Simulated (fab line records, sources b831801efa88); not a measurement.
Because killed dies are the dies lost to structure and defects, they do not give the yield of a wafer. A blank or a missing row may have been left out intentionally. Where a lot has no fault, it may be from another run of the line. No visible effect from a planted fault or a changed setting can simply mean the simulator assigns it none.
Which tool was responsible? + flow gf180mcu + 21 wafers from 7 lots sampled at 4 of the route's 602 steps

WHAT THE GAUGES SHOWED, per wafer
GF_MIM_RS_MEAS_10: a four-point-probe measurement.
| lot  | measured     | on           | MIM_ALCU_RS (ohm/sq) |
|------|--------------|--------------|----------------------|
| L175 | day 25 03:06 | filmMetro-04 | 0.1593 0.1586 0.1583 |
| L180 | day 26 22:05 | filmMetro-03 | 0.1611 0.1620 0.1621 |
| L185 | day 28 09:16 | filmMetro-01 | 0.1626 0.1625 0.1607 |
| L187 | day 29 01:43 | filmMetro-01 | 0.1600 0.1618 0.1610 |
| L191 | day 30 02:23 | filmMetro-04 | 0.1645 0.1630 0.1627 |
| L194 | day 31 00:44 | filmMetro-03 | 0.1615 0.1615 0.1624 |
| L196 | day 31 07:46 | filmMetro-01 | 0.1638 0.1647 0.1649 |

TOOL THAT RAN EACH LOT (tool first, then ch and the chambers of the sampled wafers, then the start)
| lot  | GF_LVPWELL_DEVELOP_06           | GF_M2_SPUTTER_01            | GF_MIM_SPUTTER_07           |
|------|---------------------------------|-----------------------------|-----------------------------|
| L175 | lithoTrack-03 ch 0, day 4 07:00 | pvdSputter-01, day 18 22:32 | pvdSputter-03, day 25 03:00 |
| L180 | lithoTrack-03 ch 0, day 5 12:00 | pvdSputter-02, day 20 23:23 | pvdSputter-02, day 26 21:59 |
| L185 | lithoTrack-04 ch 0, day 6 16:00 | pvdSputter-02, day 22 16:31 | pvdSputter-01, day 28 09:07 |
| L187 | lithoTrack-04 ch 0, day 7 04:00 | pvdSputter-01, day 23 09:14 | pvdSputter-02, day 29 01:35 |
| L191 | lithoTrack-01 ch 0, day 8 02:00 | pvdSputter-04, day 24 14:49 | pvdSputter-03, day 30 02:16 |
| L194 | lithoTrack-03 ch 0, day 8 23:00 | pvdSputter-04, day 25 17:11 | pvdSputter-03, day 31 00:38 |
| L196 | lithoTrack-03 ch 0, day 9 08:00 | pvdSputter-04, day 26 03:18 | pvdSputter-03, day 31 07:40 |
- GF_LVPWELL_DEVELOP_06: develop time 60 s.
- GF_M2_SPUTTER_01: material TiN, target thk 30 nm, time 25 s.
- GF_MIM_SPUTTER_07: material TiN, target thk 60 nm, time 50 s.

THE ANSWER, worked out from the rows above alone
Rule: usual is defined by the lots themselves. The widest of any qualifying gaps counts: lots, ordered by their means at a reading, are off when they make up no more than a third of the lots, leave a main group of 4 or more, and stand apart from it by 3 or more times the standard deviation of that group's means. A main group whose means are all the same, to the digits that the tables above print for the reading, isn't used. A lot without any number at a reading at which 4 lots or more have one is off too. Any other lot the step has rows for is counted as sound.
Across all readings shown, no lot is off: no conclusion can be drawn from this.

WHAT THE SIMULATOR HAD INSERTED
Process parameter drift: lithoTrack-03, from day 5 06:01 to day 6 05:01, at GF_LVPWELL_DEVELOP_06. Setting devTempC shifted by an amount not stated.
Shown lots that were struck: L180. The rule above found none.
